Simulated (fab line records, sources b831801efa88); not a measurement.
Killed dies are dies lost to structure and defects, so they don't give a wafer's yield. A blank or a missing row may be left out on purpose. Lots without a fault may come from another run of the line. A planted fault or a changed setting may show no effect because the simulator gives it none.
Problem report in the 8D (eight disciplines) form, filled by code | flow gf180mcu | the parts of the form that need people (team, actions taken, sign-off) are left out

1. THE PROBLEM
V1_CVD_02_THK at GF_V1_THK_MEAS_03 reads a mean of 1381 nm on 6 wafers of 2 lots; wafers without a fault read 850 nm with a standard deviation of 12. That is +44 standard deviations from the usual mean.
First seen on wafer L327.3, day 21 06:22, on film_metro-02. The record holds 33 wafers of 11 lots with a number at this step. Rule for "out", or "out of limits": more than 4 standard deviations from the usual mean. The other wafers with a number count as sound.

2. WHAT IT IS AND WHAT IT IS NOT
question                    | is                     | is not
which readings at this step | V1_CVD_02_THK          | -
which lots                  | L327, L328             | L317, L320, L330, L331, L332, L335, L336, L339, L340
which wafers of those lots  | all that have a number | -
read on which gauges        | film_metro-02          | film_metro-03, film_metro-04
when                        | from day 21 06:22      | up to then (6 sound wafers); but 21 sound wafers of L330, L331, L332, L335, L336, L339, L340 came after

3. SUSPECTS, AND WHAT RULES EACH OUT
Counting: a tool at a process step up to the reading stays a suspect if it ran every lot that is out and no sound lot after the first of them.
- the gauge at GF_V1_THK_MEAS_03: ruled out. All the wafers that are out were read on film_metro-02, but those of them that GF_V1_CVD_02 has rows for are out there too, on other tools.
- pvd_sputter-01 at GF_CONTACT_SPUTTER_22 (material Ti, target thk 15 nm, time 80.02 s): ruled out as a lasting fault. Sound lots L330, L331, L339 ran on it after its first lot that is out, L327 (day 20 04:34).
- pvd_sputter-03 at GF_M1_SPUTTER_00 (material Ti, target thk 37.5 nm, time 150 s): ruled out as a lasting fault. Sound lots L330, L335, L336 ran on it after its first lot that is out, L327 (day 20 05:14).
- pvd_sputter-03 at GF_M1_SPUTTER_04 (material TiN, target thk 50 nm, time 41.7 s): ruled out as a lasting fault. Sound lots L330, L335, L336 ran on it after its first lot that is out, L327 (day 20 05:25).
- pecvd-04 at GF_V1_CVD_02 (deposits SiO2 from TEOS, target thk 850 nm, time 94.851 s): ruled out as a lasting fault. Sound lots L340 ran on it after its first lot that is out, L327 (day 21 06:17).
Left after counting: nothing in the record.

4. THE CAUSE (what the simulator had put in)
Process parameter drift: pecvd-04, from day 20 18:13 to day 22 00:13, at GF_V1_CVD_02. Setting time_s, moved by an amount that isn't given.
Counting ruled it out, wrongly: the rule takes a fault to strike every lot that its tool runs from its start on, and this one did not.

5. THE CHAIN OF EFFECTS, in route order
Each row: a reading whose mean over the struck wafers that have a number lies more than 3 standard deviations from the usual. Only readings for which the record gives a usual standard deviation are gone through. hours: the time from each lot's start at the first step in this table that gives one to its start at this step, as a median over the lots. sigmas: the change in usual standard deviations.
hours | step              | reading            | usual   | on struck wafers | change | sigmas
0     | GF_V1_CVD_02      | run_length_s       | 122.8 s | 181.7            | +58.9  | +99 or more
0     | GF_V1_THK_MEAS_03 | V1_CVD_02_THK      | 850 nm  | 1381             | +531   | +44
6     | GF_V1_CMP_04      | time_to_endpoint_s | 80 s    | 274              | +194   | +36
The process steps in it:
- GF_V1_CVD_02: deposits SiO2 from TEOS, target thk 850 nm, time 94.851 s.
- GF_V1_CMP_04: polishes SiO2.

6. WHAT WOULD HAVE CAUGHT IT SOONER
In this record the first reading out of limits at a measuring or inspecting step was taken at day 21 06:22, 12 hours after the fault began at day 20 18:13.
The tool's own readings at GF_V1_CVD_02 were out on every struck wafer that the step has a row for (run_length_s): an alarm limit on them would have fired on the first of those.
